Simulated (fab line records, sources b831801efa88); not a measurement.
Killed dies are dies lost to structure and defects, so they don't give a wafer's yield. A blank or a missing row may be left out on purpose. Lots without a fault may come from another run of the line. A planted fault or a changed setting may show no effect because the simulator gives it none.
Problem report in the 8D (eight disciplines) form, filled by code | flow gf180mcu | the parts of the form that need people (team, actions taken, sign-off) are left out

1. THE PROBLEM
developer_temp_C at GF_HV_LDD_DEVELOP_45 reads a mean of 23.66 C on 6 wafers of 2 lots; wafers without a fault read 23.00 C with a standard deviation of 0.11. That is +6.0 standard deviations from the usual mean.
The step: develop time 60 s.
First seen on wafer L539.1, day 18 03:19, on litho_track-03. The record holds 42 wafers of 14 lots with a number at this step. Rule for "out", or "out of limits": more than 4 standard deviations from the usual mean. The other wafers with a number count as sound.

2. WHAT IT IS AND WHAT IT IS NOT
question                    | is                     | is not
which readings at this step | developer_temp_C       | -
which lots                  | L539, L542             | L523, L524, L526, L527, L528, L529, L531, L532, L533, L535, L537, L538
which wafers of those lots  | all that have a number | -
read on which tools         | litho_track-03         | litho_track-02, litho_track-04
when                        | from day 18 03:19      | up to then (36 sound wafers)

3. SUSPECTS, AND WHAT RULES EACH OUT
Counting: a tool at a process step up to the reading stays a suspect if it ran every lot that is out and no sound lot after the first of them.
- litho_track-03 at GF_HV_LDD_DEVELOP_45 (develop time 60 s): kept. It ran every lot that is out, first L539 (day 18 03:19), and no sound lot after that; its last sound lot up to then is L537 (day 17 12:50). Its own readings are out on those wafers: developer_temp_C.
Left after counting: litho_track-03 at GF_HV_LDD_DEVELOP_45.

4. THE CAUSE (what the simulator had put in)
Process parameter drift: litho_track-03, from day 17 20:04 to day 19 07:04, at GF_HV_LDD_DEVELOP_45. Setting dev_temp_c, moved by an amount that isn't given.
Counting left only this tool.

5. THE CHAIN OF EFFECTS, in route order
Each row: a reading whose mean over the struck wafers that have a number lies more than 3 standard deviations from the usual. Only readings for which the record gives a usual standard deviation are gone through. hours: the time from each lot's start at the first step in this table that gives one to its start at this step, as a median over the lots. sigmas: the change in usual standard deviations.
hours | step                 | reading          | usual   | on struck wafers | change | sigmas
0     | GF_HV_LDD_DEVELOP_45 | developer_temp_C | 23.00 C | 23.66            | +0.66  | +6.0
The process steps in it:
- GF_HV_LDD_DEVELOP_45: develop time 60 s.

6. WHAT WOULD HAVE CAUGHT IT SOONER
In this record the first reading out of limits was taken at day 18 03:19, 7 hours after the fault began at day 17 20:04.
